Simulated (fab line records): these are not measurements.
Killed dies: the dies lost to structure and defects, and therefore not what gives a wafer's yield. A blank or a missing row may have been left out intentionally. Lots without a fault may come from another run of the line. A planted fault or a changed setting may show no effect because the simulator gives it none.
Struck lot and sound lot, side by side + flow sky130 + 25 out of 708 route steps
Sound: wafers L542.1, L542.2, L542.4. Struck: wafers L546.4, L546.6 (left out: L546.1, a lot-mate that was not struck); the cause follows at the end.
Per side, at each step with rows, come the tool, then ch with its chambers, and then its first start. Under that, the readings that differ: sound wafers + struck wafers + difference of the means + sigmas: that difference in standard deviations of wafers without a fault.
alike: a reading whose means differ by less than 2 such deviations, as well as words and numbers matching on both sides. not compared: withheld readings; readings where some wafer has no value; bounds like >300 that might hide an equal value; numbers whose values overlap and for which the record gives no deviation.
A row with sigmas, a row that says differs or no value, or rows on one side alone: a step with any of these is where the two part. Numbers that don't overlap but have no deviation are shown without sigmas and don't part them. A reading missing from all wafers of one side parts the sides only when that side holds two or more wafers.

SKY_VIA2_CMP_02: polishes SiO2.
  sound on cmp-02 ch 0,1,3, day 37 05:50; struck on cmp-01 ch 0,2, day 38 03:06
  alike: motor-current-A
SKY_VIA2_BOW_MEAS_03:
  sound on film-metro-03 at day 37 06:05; struck on film-metro-01 at day 38 03:18
  alike: VIA2_BOW
then, 8 steps without rows for these wafers: SKY_VIA2_DEHYDRATE_04 (time 60 s); SKY_VIA2_HMDS_05 (prime time 60 s); SKY_VIA2_COAT_06 (resist thk 60 nm); SKY_VIA2_COAT_07 (resist thk 450 nm); SKY_VIA2_SOFTBAKE_08 (time 90 s); SKY_VIA2_EXPOSE_09 (exposes mask VIM2, target cd 200 nm); SKY_VIA2_PEB_10; SKY_VIA2_DEVELOP_11 (develop time 60 s).
SKY_VIA2_CD_MEAS_12: the cd target is 200 nm.
  sound on cd-sem-01 at day 38 08:10; struck on cd-sem-02 at day 39 05:07
| reading    | sound             | struck      | difference | sigmas |
|------------|-------------------|-------------|------------|--------|
| cd-nm (nm) | 202.4 202.1 202.1 | 198.0 197.3 | -4.5       | -3     |
SKY_VIA2_OVL_MEAS_13:
  sound on overlay-02 at day 38 08:17; struck on overlay-01 at day 39 05:14
  alike: VIA2_OVL
SKY_VIA2_ETCH_14: etches BARC in N2/H2, stops on SiO2, time 45.9 s, target depth 60 nm.
  sound on rie-diel-01 ch 0,1,3, day 38 08:19; struck on rie-diel-01 ch 2,3, day 39 05:16
| reading                                     | sound                | struck        | difference | sigmas |
|---------------------------------------------|----------------------|---------------|------------|--------|
| oes-product-au (a.u.)                       | 0.855 0.854 0.851    | 0.721 0.713   | -0.136     | -28    |
| throttle-valve-pct (%)                      | 13.247 13.224 13.216 | 13.211 13.202 | -0.022     | -2     |
| model.KrF-thick_of_VIA2_COAT_07.thk-nm (nm) | 393.9 394.6 395.3    | 412.1 410.9   | +16.9      |        |
| model.etch.depth-nm (nm)                    | 60.13 60.19 60.07    | 42.79 42.27   | -17.60     |        |
| model.VIA2.cd-nm (nm)                       | 201.6 202.5 200.1    | 193.8 193.4   | -7.8       |        |
  alike: drypump-motor-current-A
  not compared: rf-hours-counter-h
SKY_VIA2_ETCH_15: etches SiO2 in C4F8/O2/Ar, stops on TiN, target depth 546 nm, time 84 s.
  sound on rie-diel-01 ch 0,1,3, day 38 08:22; struck on rie-diel-01 ch 2,3, day 39 05:19
| reading                                     | sound             | struck      | difference | sigmas      |
|---------------------------------------------|-------------------|-------------|------------|-------------|
| oes-product-au (a.u.)                       | 0.943 0.928 0.944 | 0.370 0.377 | -0.565     | -99 or more |
| model.KrF-thick_of_VIA2_COAT_07.thk-nm (nm) | 282 285.2 287.6   | 304 304.3   | +19        |             |
  not compared: rf-hours-counter-h
SKY_VIA2_STRIP_16: strips in O2/N2.
  sound on plasma-asher-01 ch 0,1, day 38 08:25; struck on plasma-asher-01 ch 0,1, day 39 05:22
| reading                      | sound          | struck    | difference | sigmas |
|------------------------------|----------------|-----------|------------|--------|
| strip-time-to-endpoint-s (s) | 4.02 4.09 4.10 | 4.28 4.28 | +0.21      | +6     |
  alike: drypump-motor-current-A, oes-product-au
  not compared: rf-hours-counter-h
then, 3 steps without rows for these wafers: SKY_VIA2_STRIP_17 (strips in post etch residue remover, time 1200 s); SKY_VIA2_CLEAN_18 (cleans in IPA, time 180 s); SKY_VIA2_CLEAN_19 (cleans in O3/DIW).
SKY_VIA2_SPUTTER_20: material TiN, target thk 20 nm, time 80 s.
  sound on pvd-sputter-02 at day 38 09:10; struck on pvd-sputter-01 at day 39 06:00
  alike: cathode-dc-power-W, throttle-valve-pct
SKY_VIA2_CVD_21: deposits W, target thk 420 nm, time 126.4 s.
  sound on cvd-w-01 ch 0,1, day 38 09:13; struck on cvd-w-02 ch 0, day 39 06:04
  alike: heater-power-w
SKY_VIA2_CMP_24: polishes, stops on SiO2, t overpolish 20 s, target thk 0 nm.
  sound on cmp-01 ch 0,2,3, day 38 09:32; struck on cmp-02 ch 1,3, day 39 06:22
| reading                | sound       | struck | difference | sigmas |
|------------------------|-------------|--------|------------|--------|
| time-to-endpoint-s (s) | 106 106 107 | 92 94  | -13        | -3     |
  alike: motor-current-A, overpolish-run-s
SKY_METAL3_SPUTTER_00: material Ti, target thk 15 nm, time 10 s.
  sound wafers here have rows in the record (pvd-sputter-03, day 38 09:50); struck ones have none
SKY_METAL3_SPUTTER_01: material TiN, target thk 20 nm, time 16.7 s.
  sound wafers here have rows in the record (pvd-sputter-03, day 38 09:51); struck ones have none
SKY_METAL3_SPUTTER_02: material AlCu, target thk 735 nm, time 39.1 s.
  sound wafers here have rows in the record (pvd-sputter-03, day 38 09:53); struck ones have none
-- the record jumps here: 9 days lie between the struck wafers' starts before and after (it left off in module METAL3 and takes up again in module PAD_OPEN, whose first step shown is number 708 of the route) --
SKY_PAD_OPEN_PROBE_99:
  sound on prober-02 at day 47 09:31; struck on prober-02 at day 48 01:50
| reading                                | sound | struck | difference | sigmas |
|----------------------------------------|-------|--------|------------|--------|
| model.etest.field-p.open               | 0 0 0 | 1 1    | +1         |        |
| model.etest.nfet_05v0_nvt.open         | 0 0 0 | 1 1    | +1         |        |
| model.etest.cap-poly-to-well.open      | 0 0 0 | 1 1    | +1         |        |
| model.etest.pfet_01v8_mvt.open         | 0 0 0 | 1 1    | +1         |        |
| model.etest.res-pdiff.open             | 0 0 0 | 1 1    | +1         |        |
| model.etest.licon-poly.open            | 0 0 0 | 1 1    | +1         |        |
| model.etest.sonos-baked.open           | 0 0 0 | 1 1    | +1         |        |
| model.etest.nfet-g5v0d10v5.under-floor | 0 0 0 | 1 1    | +1         |        |

WHERE THEY PART
Last at SKY_METAL3_SPUTTER_02 as far as this record goes, first at SKY_VIA2_CD_MEAS_12.

WHY: the cause the simulator had injected
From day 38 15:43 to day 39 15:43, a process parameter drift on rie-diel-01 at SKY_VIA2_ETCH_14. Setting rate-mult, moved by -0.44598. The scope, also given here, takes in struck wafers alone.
